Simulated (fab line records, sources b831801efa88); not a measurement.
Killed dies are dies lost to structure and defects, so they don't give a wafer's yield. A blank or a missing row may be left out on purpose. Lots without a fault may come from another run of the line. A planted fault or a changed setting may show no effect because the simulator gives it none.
Which tool did it? | flow sky130 | 12 lots, 36 wafers sampled, at 3 steps of a route of 708

WHAT THE GAUGES READ, wafer by wafer
SKY_METAL3_OVL_MEAS_14.
lot  | measured     | on         | METAL3_OVL (nm)
L155 | day 38 15:41 | overlay-01 | 10 15 6
L157 | day 39 01:47 | overlay-01 | 1 -4 3
L156 | day 39 01:58 | overlay-02 | -8 -2 -16
L166 | day 41 20:01 | overlay-02 | -8 -6 -6
L167 | day 42 06:20 | overlay-02 | 0 -2 7
L168 | day 42 08:47 | overlay-02 | 13 13 3
L169 | day 42 18:46 | overlay-02 | -2 -8 -2
L171 | day 43 16:30 | overlay-02 | 5 10 9
L175 | day 44 14:22 | overlay-01 | -10 3 -12
L174 | day 44 16:07 | overlay-01 | -9 -3 -4
L177 | day 44 19:35 | overlay-01 | -10 -1 -10
L178 | day 45 00:07 | overlay-01 | 5 -5 4

WHICH TOOL RAN EACH LOT (tool, then ch and the chambers of the sampled wafers, then the start)
lot  | SKY_METAL3_SPUTTER_02        | SKY_METAL3_DEVELOP_12
L155 | pvd_sputter-01, day 36 12:27 | litho_track-03 ch 0, day 38 15:00
L157 | pvd_sputter-01, day 36 20:58 | litho_track-01 ch 0, day 39 01:00
L156 | pvd_sputter-02, day 36 21:46 | litho_track-03 ch 0, day 39 01:00
L166 | pvd_sputter-03, day 39 18:27 | litho_track-01 ch 0, day 41 19:00
L167 | pvd_sputter-02, day 40 05:20 | litho_track-01 ch 0, day 42 06:00
L168 | pvd_sputter-01, day 40 08:43 | litho_track-03 ch 0, day 42 08:00
L169 | pvd_sputter-03, day 40 17:55 | litho_track-02 ch 0, day 42 18:00
L171 | pvd_sputter-01, day 41 17:59 | litho_track-03 ch 0, day 43 16:00
L175 | pvd_sputter-02, day 42 15:43 | litho_track-02 ch 0, day 44 14:00
L174 | pvd_sputter-02, day 42 18:04 | litho_track-02 ch 0, day 44 15:00
L177 | pvd_sputter-01, day 42 21:56 | litho_track-01 ch 0, day 44 19:00
L178 | pvd_sputter-02, day 43 02:23 | litho_track-02 ch 0, day 44 23:00
- SKY_METAL3_SPUTTER_02: material AlCu, target thk 735 nm, time 39.1 s.
- SKY_METAL3_DEVELOP_12: develop time 60 s.

WHAT THE TOOLS THEMSELVES READ (means of the sampled wafers that have a number; where no wafer has one, the mark that the record gives instead)
SKY_METAL3_SPUTTER_02.
lot  | tool           | throttle_valve_pct (%)
L155 | pvd_sputter-01 | 28.6
L157 | pvd_sputter-01 | 29.4
L156 | pvd_sputter-02 | 30.0
L166 | pvd_sputter-03 | 29.6
L167 | pvd_sputter-02 | 29.9
L168 | pvd_sputter-01 | 28.4
L169 | pvd_sputter-03 | 30.3
L171 | pvd_sputter-01 | 30.3
L175 | pvd_sputter-02 | 30.2
L174 | pvd_sputter-02 | 29.9
L177 | pvd_sputter-01 | 30.5
L178 | pvd_sputter-02 | 30.2

SKY_METAL3_DEVELOP_12.
lot  | tool           | developer_temp_C (C) | exhaust_pa (Pa)
L155 | litho_track-03 | 20.92                | 45.6
L157 | litho_track-01 | 20.95                | 45.1
L156 | litho_track-03 | 20.95                | 45.1
L166 | litho_track-01 | 21.63                | 44.6
L167 | litho_track-01 | 21.66                | 46.1
L168 | litho_track-03 | 20.98                | 45.1
L169 | litho_track-02 | 21.02                | 45.1
L171 | litho_track-03 | 21.07                | 44.1
L175 | litho_track-02 | 21.08                | 44.7
L174 | litho_track-02 | 21.05                | 44.7
L177 | litho_track-01 | 21.00                | 44.9
L178 | litho_track-02 | 20.94                | 45.8

THE ANSWER, worked out from the rows above alone
Rule: what is usual is taken from the lots themselves. Put in order of their means at a reading, lots are off if they are a third of the lots or fewer, leave a main group of 4 or more, and stand apart from it by a gap of 3 or more times the standard deviation of the main group's means; of several such gaps the widest counts. A main group whose means are all the same, to the digits that the tables above print for the reading, isn't used. A lot without any number at a reading at which 4 lots or more have one is off too. The other lots that the step has rows for count as sound. The gauges are gone through in route order, then the tools' own readings, and for those a lot's mean is taken as printed above. The first step at which some lot is off is used, and at that step the reading that is off furthest; a lot without a number counts as furthest.
Off: L166, L167, at SKY_METAL3_DEVELOP_12 (developer_temp_C). The main group: mean 21.00 C, standard deviation 0.054.
A tool fits if, at that step or a process step before it, it ran every lot that is off, and no sound lot after the first of them. None of those tried fits.

WHAT THE SIMULATOR HAD PUT IN
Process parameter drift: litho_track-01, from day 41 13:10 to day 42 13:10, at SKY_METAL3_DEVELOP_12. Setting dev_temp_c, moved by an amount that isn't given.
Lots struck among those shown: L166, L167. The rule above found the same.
